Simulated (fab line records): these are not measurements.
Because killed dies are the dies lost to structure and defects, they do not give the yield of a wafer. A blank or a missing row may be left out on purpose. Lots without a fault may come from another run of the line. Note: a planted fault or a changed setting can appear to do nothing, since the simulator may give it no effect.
A lot that was struck, set against a sound lot || flow sky130 || 14 steps out of a route of 708
Sound: these wafers, L354.1, L354.4, L354.6. The struck wafers were L360.1, L360.2, L360.3. Last of all comes the cause.
Per side, at each step with rows, come the tool, then ch with its chambers, and then its first start. Under that, the readings that differ: sound wafers || struck wafers || difference of the means || sigmas: that difference in standard deviations of wafers without a fault.
alike: same words and numbers on both sides, and readings whose means sit less than 2 such deviations apart. not compared: any withheld reading, any reading some wafer has no value for, any bound like >300 that may hide the same value, and any number with overlapping values for which the record gives no deviation.
A row with sigmas, a row that says differs or no value, or rows on one side alone: a step with any of these is where the two part. When numbers do not overlap yet have no deviation, they are printed without sigmas and do not part them. A reading that every wafer of one side lacks parts them only if that side has two wafers or more.

SKY_CONTACT_OVL_MEAS_15:
  sound on overlay-02 at day 33 08:49; struck on overlay-01 at day 34 15:46
  alike: CONTACT_OVL
SKY_CONTACT_ETCH_16: etches BARC in N2/H2, stops on SiO2, time 45.9 s, target depth 60 nm.
  sound on rieDiel-01 ch 0,2,3, day 33 08:51; struck on rieDiel-02 ch 0,1,2, day 34 15:48
  alike: drypumpMotorCurrentA, oesProductAu, throttleValvePct
  not compared: rfHoursCounterH
SKY_CONTACT_ETCH_17: etches SiO2 in C4F8/O2/Ar, stops on Si3N4, target depth 340 nm.
  sound on rieDiel-01 ch 0,2,3, day 33 08:54; struck on rieDiel-02 ch 0,1,2, day 34 15:51
  alike: oesProductAu
SKY_CONTACT_ETCH_18: etches Si3N4 in CHF3/O2, stops on TiN, time 39 s, target depth 75 nm.
  sound on rieDiel-01 ch 0,2,3; struck on rieDiel-02 ch 0,1,2
  alike: drypumpMotorCurrentA, oesProductAu, throttleValvePct
  not compared: rfHoursCounterH
then, 4 steps without rows for these wafers: SKY_CONTACT_STRIP_19 (strips in O2/N2); SKY_CONTACT_STRIP_20 (strips in post etch residue remover, time 1200 s); SKY_CONTACT_CLEAN_21 (cleans in IPA, time 180 s); SKY_CONTACT_CLEAN_22 (cleans in O3/DIW).
SKY_CONTACT_SPUTTER_23: material TiN, target thk 20 nm, time 80 s.
  sound on pvdSputter-02 at day 33 09:37; struck on pvdSputter-03 at day 34 16:32
  alike: throttleValvePct
SKY_CONTACT_CVD_24: deposits W, target thk 340 nm, time 102.12 s.
  sound on cvdW-01 ch 0,1, day 33 09:41; struck on cvdW-01 ch 0,1, day 34 16:35
  alike: heaterPowerW
SKY_CONTACT_RS_MEAS_25: a four-point-probe measurement.
  sound on filmMetro-04 at day 33 09:47; struck on filmMetro-04 at day 34 16:42
  alike: CONTACT_W_RS
SKY_CONTACT_THK_MEAS_26: measures by xrf.
  sound on filmMetro-04 at day 33 09:55; struck on filmMetro-04 at day 34 16:49
  alike: CONTACT_W_THK
SKY_CONTACT_CMP_27: polishes, stops on SiO2, t overpolish 15 s, target thk 0 nm.
  sound on cmp-02 ch 2,3, day 33 09:58; struck on cmp-02 ch 0,1,3, day 34 16:53
  no value came back on the struck wafers for any of 5 readings (edgeZonePressureFrac, headPressurePsi (psi) and others); on the sound wafers edgeZonePressureFrac reads 1.000 0.996 1.000
{"reading": "model.W_of_CONTACT_CVD_24.thkNm (nm)", "sound": "0 0 0", "struck": "341.9 341.3 339.2", "difference": "+340.8", "sigmas": ""}
{"reading": "model.SiO2_of_CONTACT_HDPCVD_02.thkNm (nm)", "sound": "336.3 338.5 336.7", "struck": "339.6 340.7 340.5", "difference": "+3.1", "sigmas": ""}
-- the record jumps here: 13 days lie between the struck wafers' starts before and after (it left off in module CONTACT and takes up again in module PAD_OPEN, whose first step shown is number 708 of the route) --
SKY_PAD_OPEN_PROBE_99:
  sound on prober-01 at day 47 03:05; struck on prober-02 at day 48 00:55
{"reading": "killedAtContacts", "sound": "22 32 16", "struck": "444 438 440", "difference": "+417", "sigmas": "+80"}
{"reading": "killedDies", "sound": "92 104 83", "struck": "492 492 492", "difference": "+399", "sigmas": "+43"}
{"reading": "killedOnRim", "sound": "18 21 16", "struck": "96 96 96", "difference": "+78", "sigmas": "+18"}
  alike: killed_at_M0_to_M3, killed_at_M4_up, killedAtFrontEnd, killedAtOther, killedOpen, killedShort

WHERE THEY PART
First at SKY_CONTACT_CMP_27; last, within this record, at SKY_PAD_OPEN_PROBE_99.

WHY: what the simulator had put in
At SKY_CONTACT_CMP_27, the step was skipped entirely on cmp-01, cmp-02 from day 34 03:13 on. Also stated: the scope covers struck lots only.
